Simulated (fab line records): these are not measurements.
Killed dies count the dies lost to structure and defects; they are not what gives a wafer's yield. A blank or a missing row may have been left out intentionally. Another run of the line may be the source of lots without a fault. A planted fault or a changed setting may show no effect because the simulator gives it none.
fab line records ; flow sky130
[record] lots = 15; wafers = 45; lastDay = 50
route steps=708 shown POLY_GATE@236 LDD_P@262 LDD_LDN@296
lots that met no fault: from a run of the same line without faults
startH: start of the lot's first displayed wafer, in hours after the record's first day ; waitH: hours since the lot's step before ; " unchanged from the row above ; L1.1+2: a row that stands for several wafers ; - no value, or no start was given ; * or withheld: withheld ; < > ~ a bound
route shown NAME@n: names a module that has steps shown in the file, with the first one's number in the route ; usual: average and standard deviation across the fault-free wafers ; same: alike in all rows ; chamber/n: place in a boat ; sites: readings site by site ; _std_site: standard deviation across them ; _edge_site: outer sites' mean less inner sites' ; radiusMm: how far each site lies from the wafer's centre ; mask NAME#n: copy n ; behind: tool/chamber where the wafer was last shaped ; hold: reason for holding the lot/hours on hold/outcome of the hold ; device: whichever transistor did not switch (one of n, p or np) ; end of line: tests of these same wafers at the route's end ; a step given without rows: its recipe and nothing more ; killed: dies lost to structure and defects at the first sort, not the wafer's yield ; map: the dies of a wafer, with x for killed, . for not killed, _ for no die there
set.NAME: the run value of the setting; set.NAME@STEP: its run value at that earlier step ; model.NAME: the simulator's own value behind a step, which no gauge read
route steps across a sampled set of lots; one table per step, one row per wafer
services: a tool's chamber out of use, with start hour (startH, from the record's first day; less than 0 if before it), hours out, and reason
[[steps]]
[step SKY_POLY_GATE_CD_MEAS_22]
[usual] cdNm = 149.9/2.7
lot.wafer;tool;chamber;startH;waitH;cdNm
L424.1;cdSem-01;-;383.39;0.1;151.4
L424.5;cdSem-01;-;383.39;0.1;152.2
L424.6;cdSem-01;-;383.39;0.1;150.0
L427.2;cdSem-01;-;415.77;0.1;147.5
L427.3;cdSem-01;-;415.77;0.1;146.6
L427.4;cdSem-01;-;415.77;0.1;147.1
L428.2;cdSem-02;-;418.70;0.1;148.5
L428.5;cdSem-02;-;418.70;0.1;150.1
L428.6;cdSem-02;-;418.70;0.1;150.4
L430.2;cdSem-01;-;452.26;0.1;144.7
L430.4;cdSem-01;-;452.26;0.1;145.0
L430.6;cdSem-01;-;452.26;0.1;150.2
L431.2;cdSem-01;-;458.69;0.1;147.7
L431.4;cdSem-01;-;458.69;0.1;149.8
L431.6;cdSem-01;-;458.69;0.1;150.3
L432.2;cdSem-01;-;462.92;0.1;152.6
L432.4;cdSem-01;-;462.92;0.1;152.4
L432.6;cdSem-01;-;462.92;0.1;148.7
L433.1;cdSem-01;-;468.29;0.1;145.1
L433.4;cdSem-01;-;468.29;0.1;143.8
L433.5;cdSem-01;-;468.29;0.1;145.7
L434.1;cdSem-01;-;479.99;0.1;151.0
L434.2;cdSem-01;-;479.99;0.1;150.6
L434.4;cdSem-01;-;479.99;0.1;148.6
L438.2;cdSem-01;-;514.30;0.1;153.5
L438.5;cdSem-01;-;514.30;0.1;151.7
L438.6;cdSem-01;-;514.30;0.1;153.6
L439.2;cdSem-01;-;524.94;0.1;151.9
L439.3;cdSem-01;-;524.94;0.1;153.4
L439.4;cdSem-01;-;524.94;0.1;154.0
L440.1;cdSem-02;-;525.89;0.1;148.7
L440.3;cdSem-02;-;525.89;0.1;149.1
L440.4;cdSem-02;-;525.89;0.1;150.2
L442.2;cdSem-01;-;550.81;0.1;152.0
L442.4;cdSem-01;-;550.81;0.1;150.1
L442.6;cdSem-01;-;550.81;0.1;149.8
L441.4;cdSem-02;-;553.92;0.1;151.4
L441.5;cdSem-02;-;553.92;0.1;151.0
L441.6;cdSem-02;-;553.92;0.1;151.9
L444.4;cdSem-01;-;564.10;0.1;149.5
L444.5;cdSem-01;-;564.10;0.1;149.7
L444.6;cdSem-01;-;564.10;0.1;146.3
L445.3;cdSem-02;-;568.14;0.1;146.9
L445.4;cdSem-02;-;568.14;0.1;150.4
L445.5;cdSem-02;-;568.14;0.1;151.2
[step SKY_LDD_P_CD_MEAS_07]
[recipe] targetCdNm = 380
[usual] cdNm = 380/3.2
lot.wafer;tool;chamber;startH;waitH;cdNm
L424.1;cdSem-02;-;444.49;0.1;377
L424.5;cdSem-02;-;444.49;0.1;376
L424.6;cdSem-02;-;444.49;0.1;377
L427.2;cdSem-01;-;479.06;0.1;383
L427.3;cdSem-01;-;479.06;0.1;383
L427.4;cdSem-01;-;479.06;0.1;383
L428.2;cdSem-01;-;480.31;0.1;373
L428.5;cdSem-01;-;480.31;0.1;376
L428.6;cdSem-01;-;480.31;0.1;377
L430.2;cdSem-02;-;514.11;0.1;376
L430.4;cdSem-02;-;514.11;0.1;378
L430.6;cdSem-02;-;514.11;0.1;376
L431.2;cdSem-02;-;519.81;0.1;380
L431.4;cdSem-02;-;519.81;0.1;377
L431.6;cdSem-02;-;519.81;0.1;380
L432.2;cdSem-02;-;525.16;0.1;384
L432.4;cdSem-02;-;525.16;0.1;386
L432.6;cdSem-02;-;525.16;0.1;383
L433.1;cdSem-02;-;529.64;0.1;377
L433.4;cdSem-02;-;529.64;0.1;380
L433.5;cdSem-02;-;529.64;0.1;380
L434.1;cdSem-02;-;542.74;0.1;380
L434.2;cdSem-02;-;542.74;0.1;382
L434.4;cdSem-02;-;542.74;0.1;381
L438.2;cdSem-02;-;574.11;0.1;381
L438.5;cdSem-02;-;574.11;0.1;382
L438.6;cdSem-02;-;574.11;0.1;381
L439.2;cdSem-02;-;584.76;0.1;382
L439.3;cdSem-02;-;584.76;0.1;382
L439.4;cdSem-02;-;584.76;0.1;383
L440.1;cdSem-02;-;586.44;0.1;377
L440.3;cdSem-02;-;586.44;0.1;377
L440.4;cdSem-02;-;586.44;0.1;377
L442.2;cdSem-02;-;609.91;0.1;384
L442.4;cdSem-02;-;609.91;0.1;384
L442.6;cdSem-02;-;609.91;0.1;384
L441.4;cdSem-01;-;614.27;0.1;387
L441.5;cdSem-01;-;614.27;0.1;386
L441.6;cdSem-01;-;614.27;0.1;385
L444.4;cdSem-02;-;622.62;0.1;381
L444.5;cdSem-02;-;622.62;0.1;383
L444.6;cdSem-02;-;622.62;0.1;381
L445.3;cdSem-02;-;627.73;0.1;382
L445.4;cdSem-02;-;627.73;0.1;379
L445.5;cdSem-02;-;627.73;0.1;382
[step SKY_LDD_LDN_OVL_MEAS_07]
[usual] LDD_LDN_OVL = -0.7/1.3
lot.wafer;tool;chamber;startH;waitH;LDD_LDN_OVL[nm]
L424.1;overlay-01;-;537.09;0.1;-1.3
L424.5;overlay-01;-;537.09;0.1;-1.3
L424.6;overlay-01;-;537.09;0.1;0.9
L427.2;overlay-01;-;569.38;0.1;0.6
L427.3;overlay-01;-;569.38;0.1;0.1
L427.4;overlay-01;-;569.38;0.1;1.0
L428.2;overlay-02;-;570.45;0.1;-1.2
L428.5;overlay-02;-;570.45;0.1;1.8
L428.6;overlay-02;-;570.45;0.1;0.2
L430.2;overlay-01;-;603.05;0.1;-0.8
L430.4;overlay-01;-;603.05;0.1;1.0
L430.6;overlay-01;-;603.05;0.1;-0.8
L431.2;overlay-01;-;607.93;0.1;1.2
L431.4;overlay-01;-;607.93;0.1;1.6
L431.6;overlay-01;-;607.93;0.1;0.0
L432.2;overlay-01;-;614.48;0.1;1.6
L432.4;overlay-01;-;614.48;0.1;0.8
L432.6;overlay-01;-;614.48;0.1;-2.0
L433.1;overlay-02;-;618.59;0.1;1.5
L433.4;overlay-02;-;618.59;0.1;0.3
L433.5;overlay-02;-;618.59;0.1;0.4
L434.1;overlay-02;-;631.17;0.1;0.5
L434.2;overlay-02;-;631.17;0.1;-1.5
L434.4;overlay-02;-;631.17;0.1;-0.9
L438.2;overlay-02;-;661.45;0.1;-2.5
L438.5;overlay-02;-;661.45;0.1;-0.4
L438.6;overlay-02;-;661.45;0.1;-1.8
L439.2;overlay-01;-;671.68;0.1;-1.1
L439.3;overlay-01;-;671.68;0.1;-1.0
L439.4;overlay-01;-;671.68;0.1;0.1
L440.1;overlay-02;-;673.17;0.1;-0.5
L440.3;overlay-02;-;673.17;0.1;-2.2
L440.4;overlay-02;-;673.17;0.1;1.5
L442.2;overlay-02;-;696.00;0.1;-0.5
L442.4;overlay-02;-;696.00;0.1;-1.9
L442.6;overlay-02;-;696.00;0.1;-1.0
L441.4;overlay-01;-;699.91;0.1;0.9
L441.5;overlay-01;-;699.91;0.1;-0.5
L441.6;overlay-01;-;699.91;0.1;-0.9
L444.4;overlay-02;-;707.61;0.1;-3.0
L444.5;overlay-02;-;707.61;0.1;-0.3
L444.6;overlay-02;-;707.61;0.1;-1.7
L445.3;overlay-02;-;712.94;0.1;-3.5
L445.4;overlay-02;-;712.94;0.1;-2.5
L445.5;overlay-02;-;712.94;0.1;-2.3
[step SKY_LDD_LDN_IMPLANT_11]
[recipe] species = As; energyKev = 15; doseCm2 = 1.25e+13; tiltDeg = withheld; rotationDeg = 293
[usual] beamEnergyKeV = 14.999/0.0043; beamOnS = 10.00/0.18; doseIonsCm2 = 1.25e+13/1.3e+10
lot.wafer;tool;chamber;startH;waitH;beamEnergyKeV;beamOnS;doseIonsCm2
L424.1;implanter-03;0;537.58;0.1;14.993;9.88;1.2507e+13
L424.5;implanter-03;0;537.58;0.1;14.996;9.96;1.2496e+13
L424.6;implanter-03;0;537.58;0.1;14.991;9.92;1.2526e+13
L427.2;implanter-01;0;569.89;0.1;14.997;9.99;1.2502e+13
L427.3;implanter-01;0;569.89;0.1;14.997;9.98;1.2498e+13
L427.4;implanter-01;0;569.89;0.1;14.993;9.90;1.2497e+13
L428.2;implanter-04;0;570.95;0.1;14.994;9.93;1.2507e+13
L428.5;implanter-04;0;570.95;0.1;14.997;10.17;1.2493e+13
L428.6;implanter-04;0;570.95;0.1;15.002;10.42;1.2508e+13
L430.2;implanter-01;0;603.55;0.1;15.005;10.04;1.2507e+13
L430.4;implanter-01;0;603.55;0.1;15.005;10.11;1.2458e+13
L430.6;implanter-01;0;603.55;0.1;15.001;9.66;1.2486e+13
L431.2;implanter-03;0;608.44;0.1;15.004;9.82;1.2491e+13
L431.4;implanter-03;0;608.44;0.1;15.003;10.06;1.2508e+13
L431.6;implanter-03;0;608.44;0.1;15.004;9.63;1.2489e+13
L432.2;implanter-04;-;614.99;0.1;-;-;-
L432.4;implanter-04;-;614.99;0.1;-;-;-
L432.6;implanter-04;-;614.99;0.1;-;-;-
L433.1;implanter-03;-;619.08;0.1;-;-;-
L433.4;implanter-03;-;619.08;0.1;-;-;-
L433.5;implanter-03;-;619.08;0.1;-;-;-
L434.1;implanter-01;-;631.66;0.1;-;-;-
L434.2;implanter-01;-;631.66;0.1;-;-;-
L434.4;implanter-01;-;631.66;0.1;-;-;-
L438.2;implanter-01;0;661.95;0.1;15.002;9.87;1.2486e+13
L438.5;implanter-01;0;661.95;0.1;14.999;10.02;1.2514e+13
L438.6;implanter-01;0;661.95;0.1;15.010;10.08;1.2501e+13
L439.2;implanter-01;0;672.19;0.1;14.995;10.03;1.2502e+13
L439.3;implanter-01;0;672.19;0.1;14.994;10.13;1.2492e+13
L439.4;implanter-01;0;672.19;0.1;15.001;9.99;1.25e+13
L440.1;implanter-01;0;673.66;0.1;15.002;10.07;1.2501e+13
L440.3;implanter-01;0;673.66;0.1;14.997;9.97;1.2508e+13
L440.4;implanter-01;0;673.66;0.1;15.001;10.23;1.2483e+13
L442.2;implanter-03;0;696.50;0.1;14.994;9.82;1.2495e+13
L442.4;implanter-03;0;696.50;0.1;15.001;10.06;1.2488e+13
L442.6;implanter-03;0;696.50;0.1;15.001;9.78;1.2506e+13
L441.4;implanter-01;0;700.45;0.1;14.997;9.95;1.2514e+13
L441.5;implanter-01;0;700.45;0.1;14.999;9.98;1.2498e+13
L441.6;implanter-01;0;700.45;0.1;14.999;10.21;1.2484e+13
L444.4;implanter-04;0;708.15;0.1;15.002;9.88;1.2487e+13
L444.5;implanter-04;0;708.15;0.1;14.999;9.73;1.2502e+13
L444.6;implanter-04;0;708.15;0.1;14.994;9.77;1.2477e+13
L445.3;implanter-01;0;713.46;0.1;14.997;9.70;1.2493e+13
L445.4;implanter-01;0;713.46;0.1;14.990;10.27;1.248e+13
L445.5;implanter-01;0;713.46;0.1;15.000;9.69;1.2486e+13
[step SKY_LDD_LDN_TW_MEAS_13]
[usual] LDD_LDN_TW = 1483/17
lot.wafer;tool;chamber;startH;waitH;hold;LDD_LDN_TW
L424.1;filmMetro-03;-;537.83;0.1;-;1499
L424.5;filmMetro-03;-;537.83;0.1;-;1498
L424.6;filmMetro-03;-;537.83;0.1;-;1502
L427.2;filmMetro-03;-;570.12;0.1;-;1503
L427.3;filmMetro-03;-;570.12;0.1;-;1498
L427.4;filmMetro-03;-;570.12;0.1;-;1486
L428.2;filmMetro-03;-;571.19;0.1;-;1497
L428.5;filmMetro-03;-;571.19;0.1;-;1502
L428.6;filmMetro-03;-;571.19;0.1;-;1501
L430.2;filmMetro-03;-;603.79;0.1;-;1507
L430.4;filmMetro-03;-;603.79;0.1;-;1498
L430.6;filmMetro-03;-;603.79;0.1;-;1505
L431.2;filmMetro-03;-;608.67;0.1;-;1501
L431.4;filmMetro-03;-;608.67;0.1;-;1500
L431.6;filmMetro-03;-;608.67;0.1;-;1509
L432.2;filmMetro-03;-;615.22;0.1;awaitDispo/0.2h/release;1375
L432.4;filmMetro-03;-;615.22;0.1;awaitDispo/0.2h/release;1381
L432.6;filmMetro-03;-;615.22;0.1;awaitDispo/0.2h/release;1383
L432.2;filmMetro-03;-;615.45;0.2;-;1381
L432.4;filmMetro-03;-;615.45;0.2;-;1374
L432.6;filmMetro-03;-;615.45;0.2;-;1380
L433.1;filmMetro-04;-;619.33;0.1;awaitDispo/0.2h/release;1353
L433.4;filmMetro-04;-;619.33;0.1;awaitDispo/0.2h/release;1356
L433.5;filmMetro-04;-;619.33;0.1;awaitDispo/0.2h/release;1354
L433.1;filmMetro-04;-;619.55;0.2;-;1340
L433.4;filmMetro-04;-;619.55;0.2;-;1345
L433.5;filmMetro-04;-;619.55;0.2;-;1356
L434.1;filmMetro-04;-;631.91;0.1;awaitDispo/0.2h/release;1349
L434.2;filmMetro-04;-;631.91;0.1;awaitDispo/0.2h/release;1354
L434.4;filmMetro-04;-;631.91;0.1;awaitDispo/0.2h/release;1347
L434.1;filmMetro-04;-;632.14;0.2;-;1345
L434.2;filmMetro-04;-;632.14;0.2;-;1363
L434.4;filmMetro-04;-;632.14;0.2;-;1346
L438.2;filmMetro-01;-;662.19;0.1;-;1473
L438.5;filmMetro-01;-;662.19;0.1;-;1476
L438.6;filmMetro-01;-;662.19;0.1;-;1476
L439.2;filmMetro-04;-;672.42;0.1;-;1473
L439.3;filmMetro-04;-;672.42;0.1;-;1469
L439.4;filmMetro-04;-;672.42;0.1;-;1467
L440.1;filmMetro-04;-;673.91;0.1;-;1456
L440.3;filmMetro-04;-;673.91;0.1;-;1465
L440.4;filmMetro-04;-;673.91;0.1;-;1466
L442.2;filmMetro-03;-;696.74;0.1;-;1504
L442.4;filmMetro-03;-;696.74;0.1;-;1498
L442.6;filmMetro-03;-;696.74;0.1;-;1496
L441.4;filmMetro-01;-;700.66;0.1;-;1488
L441.5;filmMetro-01;-;700.66;0.1;-;1487
L441.6;filmMetro-01;-;700.66;0.1;-;1488
L444.4;filmMetro-04;-;708.36;0.1;-;1470
L444.5;filmMetro-04;-;708.36;0.1;-;1455
L444.6;filmMetro-04;-;708.36;0.1;-;1461
L445.3;filmMetro-04;-;713.68;0.1;-;1458
L445.4;filmMetro-04;-;713.68;0.1;-;1461
L445.5;filmMetro-04;-;713.68;0.1;-;1461
[[services]]
tool;chamber;startH;hours;kind
implanter-01;-;520.40;0.7;repair
implanter-04;-;536.06;15.6;repair
implanter-01;-;553.27;3.1;repair
implanter-03;-;556.64;0.6;repair
implanter-03;-;600.23;5.1;repair
implanter-04;-;623.32;5.6;pm
implanter-03;-;640.66;4.7;pm
implanter-04;-;657.55;17.6;pm
implanter-04;-;695.34;2.7;repair
[[key]]
[firstSign] step = SKY_LDD_LDN_IMPLANT_11; reading = toolRecord; direction = missing
[effect] step = SKY_LDD_LDN_TW_MEAS_13; reading = visit; direction = added
[effect] step = SKY_LDD_LDN_TW_MEAS_13; reading = LDD_LDN_TW; direction = down; sigmas = 7.1; usual = 1483; struck = 1361
metAt SKY_LDD_LDN_IMPLANT_11
struckLots L432,L433,L434
laterRowsLeftOut L432.2,L432.4,L432.6,L433.1,L433.4,L433.5,L434.1,L434.2,L434.4
sortLeftOut L432.2,L432.4,L432.6,L433.1,L433.4,L433.5,L434.1,L434.2,L434.4
testerLeftOut L432,L433,L434
notActingAt SKY_POLY_GATE_CD_MEAS_22,SKY_LDD_P_CD_MEAS_07,SKY_LDD_LDN_OVL_MEAS_07
onsetBetween 608.44 614.99
[fault] kind = skippedStepWhole; tool = implanter-01,implanter-03,implanter-04; chamber = -; onsetH = 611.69; steps = SKY_LDD_LDN_IMPLANT_11; scope = struckLotsOnly
// testerLeftOut: of these lots the tester's yield and bins aren't shown, on N5 and GAA mostly nor the transistor test; their killed dies are dies lost to structure and defects alone, not to doping, threshold or leakage, so they don't give the yield
// sortLeftOut: the simulated sort isn't trusted on such a fault, so these wafers' sort isn't shown, and their yield isn't known
// laterRowsLeftOut: the simulator's readings of these wafers behind a module that went badly wrong aren't trusted and aren't shown, but for the sort
